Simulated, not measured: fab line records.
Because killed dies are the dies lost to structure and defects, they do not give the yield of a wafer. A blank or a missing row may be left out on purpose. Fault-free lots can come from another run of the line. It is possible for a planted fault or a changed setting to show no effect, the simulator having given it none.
One fault through the eyes of 2 desks ; flow sky130 ; each desk has only its own numbers; what lay behind them comes last

## THE TOOL OWNER'S DESK: lpcvd-02
The tool's own readings at SKY_SONOS_ONO_CVD_02 (deposits Si3N4 from DCS/NH3, target thk 10.5 nm, time 180 s): means of the sampled wafers that have a number, for each lot that ran on this tool. A lot is out of limits, marked OUT, if its mean lies more than 4 standard deviations from the usual mean; the brackets give that distance.
Columns: A = zone-power-top-pct at SKY_SONOS_ONO_CVD_02, usual 24.8 %
lot;first seen here;A
L758;day 13 04:44;23.8
L761;day 13 08:56;25.3
L763;day 13 21:14;25.3
L764;day 13 21:14;25.4
L765;day 14 01:29;24.2
L766;day 14 12:35;24.2
L774;day 17 07:16;25.4
L775;day 17 15:22;24.4
L776;day 18 00:20;25.5
L777;day 18 08:26;24.1
L778;day 18 21:01;24.0
L780;day 19 07:48;24.2
L781;day 19 11:25;24.4
Finding of this desk: none of the 13 lots has anything out of limits.

## METROLOGY DESK
Lot by lot, what the gauges showed, no matter which tool ran the lot: averages of those sampled wafers that carry a number. A lot is out of limits, marked OUT, if its mean lies more than 4 standard deviations from the usual mean; the brackets give that distance.
Columns: A = PWDE_TW at SKY_PWDE_TW_MEAS_10, usual 375; B = VT_ADJUST_HVTP_OVL at SKY_VT_ADJUST_HVTP_OVL_MEAS_08, usual 0.7 nm; C = SONOS_ONO_CVD_02_THK at SKY_SONOS_ONO_THK_MEAS_03, usual 10.49 nm; D = SONOS_ONO_CVD_04_THK at SKY_SONOS_ONO_THK_MEAS_05, usual 5.70 nm
lot;first seen here;A;B;C;D
L758;day 4 20:59;376;-1.4;10.46;5.87
L761;day 4 22:59;377;-1.8;10.71;5.61
L763;day 5 08:55;374;1.9;10.51;5.86
L764;day 5 09:31;373;-0.8;10.34;5.80
L765;day 5 12:55;374;0.7;10.56;5.76
L766;day 5 19:09;375;1.8;8.11 (-16) OUT;5.67
L774;day 7 14:17;373;0.9;10.54;5.64
L775;day 7 21:02;369;0.9;10.55;5.58
L776;day 8 05:17;384;-0.7;10.59;5.73
L777;day 8 12:08;381;0.9;10.48;5.70
L778;day 8 17:27;381;2.5;10.37;5.50
L780;day 9 03:38;379;1.0;10.05;5.73
L781;day 9 06:26;373;1.8;10.57;5.64
This desk's result: L766 out of limits, first on L766 (SONOS_ONO_CVD_02_THK at SKY_SONOS_ONO_THK_MEAS_03), day 14 14:11. Within limits: L758, L761, L763, L764, L765, L774, L775, L776, L777, L778, L780, L781.

## BROUGHT TOGETHER
An alarm was possible from the metrology desk at day 14 14:11, on L766.
Nothing out of limits was seen by the tool owner's desk.
The tool owner's desk has L766 on record, within its limits.
The lots listed all ran SKY_SONOS_ONO_CVD_02 on lpcvd-02.

## WHAT THE SIMULATOR HAD INSERTED
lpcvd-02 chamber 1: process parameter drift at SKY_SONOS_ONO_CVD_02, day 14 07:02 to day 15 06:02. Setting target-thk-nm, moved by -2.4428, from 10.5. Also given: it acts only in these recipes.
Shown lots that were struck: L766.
Delay in hours, fault start to first out-of-limits reading, per desk: metrology desk 7.
